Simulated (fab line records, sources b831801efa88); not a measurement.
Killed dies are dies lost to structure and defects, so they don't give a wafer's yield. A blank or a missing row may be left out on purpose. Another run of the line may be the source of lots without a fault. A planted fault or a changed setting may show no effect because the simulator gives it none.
fab line records | flow gf180mcu
[record] lots = 13 wafers = 39 last-day = 34
route steps=602 shown VT_IMPLANT@100 HV_LDD@214 SALICIDE@281
lots untouched by any fault: they come from a run of this same line in which no faults occurred
start-h: hours from the record's first day to the start of the lot's first wafer shown | wait-h: hours elapsed since this lot's preceding step | " same as the row above | L1.1+2: a row that stands for several wafers | - no value, or no start given | * or withheld: withheld | < > ~ a bound
route shown NAME@n: a module of which the file shows steps, and the number in the route of the first | usual: mean/standard deviation of fault-free wafers | same: alike in all rows | chamber/n: place in a boat | sites: each site's reading | _std_site: standard deviation across them | _edge_site: mean of outer sites minus mean of inner sites | radius-mm: for every site, how far away it sits from the centre of the wafer | mask NAME#n: copy n | behind: the tool/chamber that last shaped the wafer | hold: reason for holding the lot/hours on hold/outcome of the hold | device: transistor that didn't switch, given as n, p or np | end of line: the tests these same wafers got at the end of their route | a step with no rows: only its recipe | killed: dies that structure and defects cost at the first sort, which is not the same as the wafer's yield | map: shows each die of a wafer: x if killed, . if not, _ if none is there
set.NAME: the setting the step ran with; set.NAME@STEP: the setting that earlier step ran with | model.NAME: the simulator's own value behind a step, which no gauge read
the route's steps for a sample of lots (tables are steps, rows are wafers)
services: a tool's chamber out of use, with start hour (start-h, from the record's first day; less than 0 if before it), hours out, and reason
[[steps]]
[step GF_VT_IMPLANT_TW_MEAS_10]
[usual] VT_IMPLANT_TW = 562/7
// columns lot.wafer tool chamber start-h wait-h VT_IMPLANT_TW
L437.2 film-metro-02 - 115.23 0.1 564
L437.3 " - " " 563
L437.4 " - " " 564
L438.2 film-metro-02 - 127.61 0.1 564
L438.5 " - " " 564
L438.6 " - " " 564
L439.1 film-metro-03 - 127.80 0.1 570
L439.3 " - " " 570
L439.6 " - " " 572
L440.2 film-metro-01 - 135.51 0.1 555
L440.3 " - " " 556
L440.6 " - " " 558
L442.3 film-metro-03 - 144.97 0.1 572
L442.4 " - " " 575
L442.5 " - " " 575
L445.1 film-metro-01 - 162.60 0.1 562
L445.2 " - " " 562
L445.3 " - " " 560
L446.1 film-metro-03 - 169.92 0.1 576
L446.3 " - " " 574
L446.5 " - " " 575
L447.1 film-metro-02 - 171.30 0.1 565
L447.2 " - " " 563
L447.3 " - " " 561
L451.1 film-metro-01 - 196.70 0.1 557
L451.2 " - " " 556
L451.5 " - " " 556
L454.2 film-metro-02 - 216.81 0.1 564
L454.3 " - " " 561
L454.6 " - " " 561
L456.1 film-metro-01 - 227.20 0.1 554
L456.3 " - " " 553
L456.6 " - " " 554
L458.3 film-metro-03 - 240.44 0.1 574
L458.4 " - " " 575
L458.6 " - " " 575
L459.2 film-metro-01 - 245.31 0.1 556
L459.4 " - " " 559
L459.6 " - " " 558
[step GF_HV_LDD_TW_MEAS_38]
[usual] HV_LDD_3_TW = 1446/14
// columns lot.wafer tool chamber start-h wait-h HV_LDD_3_TW
L437.2 film-metro-04 - 258.58 0.1 1424
L437.3 " - " " 1429
L437.4 " - " " 1432
L438.2 film-metro-02 - 273.05 0.1 1440
L438.5 " - " " 1435
L438.6 " - " " 1436
L439.1 film-metro-03 - 275.94 0.1 1465
L439.3 " - " " 1466
L439.6 " - " " 1460
L440.2 film-metro-03 - 280.70 0.1 1459
L440.3 " - " " 1462
L440.6 " - " " 1462
L442.3 film-metro-02 - 294.97 0.1 1442
L442.4 " - " " 1449
L442.5 " - " " 1445
L445.1 film-metro-03 - 322.00 0.1 1460
L445.2 " - " " 1463
L445.3 " - " " 1450
L446.1 film-metro-02 - 328.19 0.1 1435
L446.3 " - " " 1428
L446.5 " - " " 1439
L447.1 film-metro-04 - 329.25 0.1 1430
L447.2 " - " " 1425
L447.3 " - " " 1434
L451.1 film-metro-02 - 364.14 0.1 1436
L451.2 " - " " 1436
L451.5 " - " " 1435
L454.2 film-metro-04 - 387.83 0.1 1430
L454.3 " - " " 1433
L454.6 " - " " 1427
L456.1 film-metro-03 - 402.04 0.1 1465
L456.3 " - " " 1463
L456.6 " - " " 1461
L458.3 film-metro-03 - 418.39 0.1 1453
L458.4 " - " " 1459
L458.6 " - " " 1458
L459.2 film-metro-04 - 424.40 0.1 1443
L459.4 " - " " 1439
L459.6 " - " " 1441
[step GF_HV_LDD_ETCHBACK_58]
[recipe] chemistry = CH3F/O2 target = Si3N4 stop-on = SiO2 source-w = 400 bias-w = 80 pressure-mtorr = 25 ch3f-flow-sccm = 40 O2_flow_sccm = 30 time-s = 100 target-depth-a = 900
[usual] ch3f-flow-sccm = 39.99/0.12 drypump-motor-current-A = 5.7/0.39 oes-product-au = 0.842/0.0071 rf-fwd-power-W = 397.5/1.4 throttle-valve-pct = 10.560/0.0096
// columns lot.wafer tool chamber start-h wait-h ch3f-flow-sccm drypump-motor-current-A oes-product-au rf-fwd-power-W rf-hours-counter-h throttle-valve-pct
L437.2 rie-diel-01 3 281.35 0.0 39.81 5.4 0.828 396.4 102 10.556
L437.3 " 0 " " 40.00 6.0 0.837 396.2 37 10.540
L437.4 " 1 " " 39.99 5.4 0.825 397.0 76 10.568
L438.2 rie-diel-03 2 295.60 0.0 39.93 5.1 0.845 398.3 1 10.570
L438.5 " 3 " " 39.89 5.5 0.845 396.7 - 10.562
L438.6 " 2 " " 39.74 5.1 0.841 398.3 - 10.556
L439.1 rie-diel-03 2 298.90 0.1 39.88 5.1 0.839 397.5 1 10.559
L439.3 " 0 " " 39.98 5.4 0.848 398.8 9 10.561
L439.6 " 1 " " 40.11 6.2 0.837 395.3 - 10.570
L440.2 rie-diel-03 2 303.41 0.0 39.91 5.1 0.839 399.5 1 10.545
L440.3 " 1 " " 39.98 6.1 0.847 398.7 60 10.553
L440.6 " 1 " " 40.16 6.1 0.838 395.7 - 10.560
L442.3 rie-diel-03 3 317.94 0.0 40.13 5.5 0.829 396.8 64 10.555
L442.4 " 0 " " 39.80 5.4 0.834 399.1 10 10.561
L442.5 " 2 " " 39.99 5.1 0.829 397.0 - 10.555
L445.1 rie-diel-04 1 347.08 0.1 39.88 6.1 0.838 396.6 98 10.558
L445.2 " 2 " " 39.99 5.4 0.840 398.4 55 10.580
L445.3 " 3 " " 39.82 6.4 0.842 397.8 24 10.558
L446.1 rie-diel-04 3 352.59 0.1 39.82 6.3 0.849 397.4 24 10.564
L446.3 " 1 " " 39.96 6.1 0.839 398.9 98 10.563
L446.5 " 0 " " 40.01 5.4 0.839 399.1 - 10.557
L447.1 rie-diel-03 3 354.40 0.1 39.91 5.5 0.843 397.8 65 10.560
L447.2 " 1 " " 39.99 6.1 0.843 395.0 61 10.561
L447.3 " 2 " " 39.91 5.1 0.840 398.3 2 10.566
L451.1 rie-diel-01 2 389.56 0.1 39.91 6.2 0.853 395.8 14 10.557
L451.2 " 1 " " 40.06 5.4 0.857 399.8 79 10.569
L451.5 " 1 " " 39.76 5.4 0.841 397.4 - 10.547
L454.2 rie-diel-01 3 415.07 0.0 40.13 5.5 0.845 398.6 106 10.557
L454.3 " 1 " " 39.97 5.4 0.849 398.5 79 10.556
L454.6 " 1 " " 40.11 5.4 0.844 398.9 - 10.566
L456.1 rie-diel-01 0 429.20 0.1 40.03 6.0 0.837 398.6 41 10.552
L456.3 " 3 " " 39.82 5.5 0.841 395.2 107 10.555
L456.6 " 2 " " 39.97 6.2 0.843 396.0 - 10.562
L458.3 rie-diel-04 0 446.05 0.0 39.91 5.3 0.849 400.0 3 10.558
L458.4 " 1 " " 39.94 6.1 0.857 398.4 100 10.573
L458.6 " 1 " " 39.92 6.1 0.852 398.3 - 10.567
L459.2 rie-diel-04 2 451.63 0.0 40.15 5.5 0.856 398.6 57 10.570
L459.4 " 0 " " 40.11 5.4 0.843 399.6 3 10.558
L459.6 " 2 " " 40.28 5.5 0.852 397.2 - 10.555
[step GF_SALICIDE_SPUTTER_03]
[recipe] material = TiN target-thk-nm = 20 power-w = 6500 time-s = 16.7 chamber-pressure-pa = 0.4
[usual] cathode-dc-power-W = 6499.9/1.3 throttle-valve-pct = 30.2/1.2
// columns lot.wafer tool chamber start-h wait-h cathode-dc-power-W throttle-valve-pct
L437.2 pvd-sputter-01 - 344.38 0.0 6497.6 29.3
L437.3 " - " " 6501.1 31.8
L437.4 " - " " 6499.8 29.3
L438.2 pvd-sputter-02 - 360.01 0.0 6499.2 31.9
L438.5 " - " " 6500.6 30.9
L438.6 " - " " 6500.9 30.7
L439.1 pvd-sputter-01 - 363.40 0.0 6497.8 29.4
L439.3 " - " " 6501.0 29.3
L439.6 " - " " 6500.2 29.3
L440.2 pvd-sputter-03 - 368.90 0.0 6500.0 31.1
L440.3 " - " " 6499.5 27.8
L440.6 " - " " 6501.2 29.1
L442.3 pvd-sputter-03 - 385.23 0.0 6500.4 30.9
L442.4 " - " " 6501.8 30.5
L442.5 " - " " 6498.1 31.1
L445.1 pvd-sputter-02 - 416.40 0.0 6499.6 31.9
L445.2 " - " " 6500.0 30.7
L445.3 " - " " 6499.6 30.5
L446.1 pvd-sputter-03 - 422.64 0.0 6500.2 29.0
L446.3 " - " " 6497.6 28.1
L446.5 " - " " 6499.4 29.1
L447.1 pvd-sputter-01 - 424.19 0.0 6500.8 29.1
L447.2 " - " " 6501.0 28.2
L447.3 " - " " 6499.1 32.1
L451.1 pvd-sputter-02 - 462.77 0.0 6498.8 31.1
L451.2 " - " " 6498.0 30.5
L451.5 " - " " 6499.4 30.1
L454.2 pvd-sputter-02 - 489.76 0.0 5530.1 30.4
L454.3 " - " " 6500.2 31.6
L454.6 " - " " 6498.2 30.3
L456.1 pvd-sputter-01 - 503.18 0.0 6497.2 29.5
L456.3 " - " " 6499.5 28.2
L456.6 " - " " 6499.5 31.9
L458.3 pvd-sputter-01 - 519.02 0.0 6500.5 29.3
L458.4 " - " " 6499.2 28.3
L458.6 " - " " 6499.9 31.9
L459.2 pvd-sputter-03 - 523.62 0.0 6497.7 29.1
L459.4 " - " " 6500.9 30.6
L459.6 " - " " 6499.1 30.4
[step GF_SALICIDE_THK_MEAS_05]
[recipe] thk-meas-gauge = xrf reads = TiN_of_SALICIDE_SPUTTER_03
[usual] SALICIDE_TIN_THK = 20.0/0.33
// columns lot.wafer tool chamber start-h wait-h SALICIDE_TIN_THK[nm]
L437.2 film-metro-04 - 344.54 0.1 20.0
L437.3 " - " " 20.2
L437.4 " - " " 20.3
L438.2 film-metro-01 - 360.17 0.1 20.2
L438.5 " - " " 19.7
L438.6 " - " " 20.1
L439.1 film-metro-03 - 363.55 0.1 19.8
L439.3 " - " " 19.9
L439.6 " - " " 19.9
L440.2 film-metro-01 - 369.06 0.1 19.6
L440.3 " - " " 19.6
L440.6 " - " " 19.9
L442.3 film-metro-03 - 385.49 0.1 20.5
L442.4 " - " " 20.8
L442.5 " - " " 20.4
L445.1 film-metro-03 - 416.55 0.1 20.0
L445.2 " - " " 20.3
L445.3 " - " " 20.7
L446.1 film-metro-01 - 422.79 0.1 19.8
L446.3 " - " " 19.8
L446.5 " - " " 19.6
L447.1 film-metro-01 - 424.34 0.1 19.9
L447.2 " - " " 20.0
L447.3 " - " " 20.0
L451.1 film-metro-01 - 462.92 0.1 19.6
L451.2 " - " " 20.3
L451.5 " - " " 20.6
L454.2 film-metro-04 - 489.92 0.1 16.8
L454.3 " - " " 19.6
L454.6 " - " " 20.2
L456.1 film-metro-04 - 503.32 0.1 19.7
L456.3 " - " " 19.6
L456.6 " - " " 19.9
L458.3 film-metro-04 - 519.19 0.1 20.0
L458.4 " - " " 19.9
L458.6 " - " " 20.2
L459.2 film-metro-04 - 523.78 0.1 19.8
L459.4 " - " " 20.2
L459.6 " - " " 20.2
[[services]]
// columns tool chamber start-h hours kind
rie-diel-04 3 298.18 5.0 repair
rie-diel-01 - 298.98 2.8 pm
rie-diel-01 0 306.25 5.1 repair
rie-diel-01 - 311.39 3.1 repair
pvd-sputter-02 - 321.89 17.5 repair
rie-diel-03 2 323.84 9.5 repair
rie-diel-03 1 342.89 1.9 repair
rie-diel-04 2 369.75 11.9 repair
rie-diel-03 - 374.94 0.5 repair
rie-diel-01 2 378.06 2.3 repair
pvd-sputter-02 - 387.77 2.3 repair
pvd-sputter-03 - 395.37 3.4 repair
pvd-sputter-02 - 396.06 0.7 repair
pvd-sputter-02 - 400.19 3.3 repair
rie-diel-03 2 424.15 10.6 repair
pvd-sputter-01 - 439.97 5.4 repair
pvd-sputter-02 - 440.63 1.4 repair
pvd-sputter-03 - 449.18 5.0 repair
rie-diel-03 0 450.51 5.8 repair
rie-diel-04 3 454.94 3.3 repair
pvd-sputter-02 - 460.00 1.4 repair
rie-diel-03 2 471.34 3.5 repair
rie-diel-01 2 475.27 4.8 repair
pvd-sputter-03 - 503.42 1.4 repair
[[key]]
[first-sign] step = GF_SALICIDE_SPUTTER_03 reading = cathode-dc-power-W direction = down sigmas = 99+ usual = 6499.9 struck = 5530.1
[effect] step = GF_SALICIDE_THK_MEAS_05 reading = SALICIDE_TIN_THK direction = down sigmas = 9.6 usual = 20.0 struck = 16.8
met-at GF_SALICIDE_SPUTTER_03
struck-lots L454
struck-wafers L454.2
tester-left-out L454
not-acting-at GF_VT_IMPLANT_TW_MEAS_10,GF_HV_LDD_TW_MEAS_38,GF_HV_LDD_ETCHBACK_58
onset-between 462.77 489.76
[fault] kind = process-parameter-drift tool = pvd-sputter-02 chamber = - onset-h = 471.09 steps = GF_SALICIDE_SPUTTER_03 channel = power-w offset = -968.94 shape = step end-h = 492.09 acts-in = these-recipes-only stated = 6500 scope = struck-wafers-only
// tester-left-out: of these lots the tester's yield and bins aren't shown, on N5 and GAA mostly nor the transistor test; their killed dies are dies lost to structure and defects alone, not to doping, threshold or leakage, so they don't give the yield
